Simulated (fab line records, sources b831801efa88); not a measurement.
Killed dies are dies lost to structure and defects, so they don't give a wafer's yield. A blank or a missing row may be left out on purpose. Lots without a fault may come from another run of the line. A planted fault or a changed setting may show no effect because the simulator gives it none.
Chamber matching | flow sfq_line | SFQ_TRILAYER_I3_DEP_PECVD_081 on pecvd-02: 3 sister chambers
The step deposits SiO2 from SiH4/N2O, time 111.11 s, target thk 500 nm. 6 wafers are shown with their chamber, then 7 later ones without.

WAFERS WITH THEIR CHAMBER
wafer  | chamber | throttle_valve_pct (%) | heater_power_w (W)
L291.1 | 1       | 21.3                   | 91
L292.1 | 0       | 22.4                   | 76
L292.2 | 2       | 23.1                   | 65
L292.5 | 2       | 22.8                   | 68
L293.1 | 0       | 23.0                   | 79
L293.5 | 1       | 21.5                   | 89

WAFERS WITHOUT THEIR CHAMBER
wafer  | throttle_valve_pct (%) | heater_power_w (W)
L293.6 | 23.1                   | 74
L295.1 | 23.2                   | 80
L295.3 | 23.2                   | 76
L295.5 | 23.3                   | 65
L298.1 | 23.4                   | 69
L298.3 | 21.8                   | 88
L298.5 | 23.1                   | 81

WHICH CHAMBER EACH WENT THROUGH
wafer  | from the rows above     | in truth
L293.6 | can't be placed: 0 or 2 | 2
L295.1 | 0                       | 0
L295.3 | 0                       | 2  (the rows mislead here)
L295.5 | 2                       | 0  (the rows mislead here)
L298.1 | 2                       | 2
L298.3 | 1                       | 1
L298.5 | 0                       | 0
Placed correctly: 4 of 7. Can't be placed from these rows: 1 (the true chamber is among the candidates in 1). Placed wrongly: 2.
How it was worked out, from the rows above alone: a wafer's distance from a chamber is the root of the sum, over the readings, of the square of ((its reading less the chamber's mean) divided by the reading's scatter). The wafer belongs to the nearest chamber; if the next one is less than 2 further off, it can't be placed. A chamber's mean is the mean of its shown wafers. The scatter: the root of (the sum of the squares of (reading less its chamber's mean) over the shown wafers, divided by (wafers less chambers)).
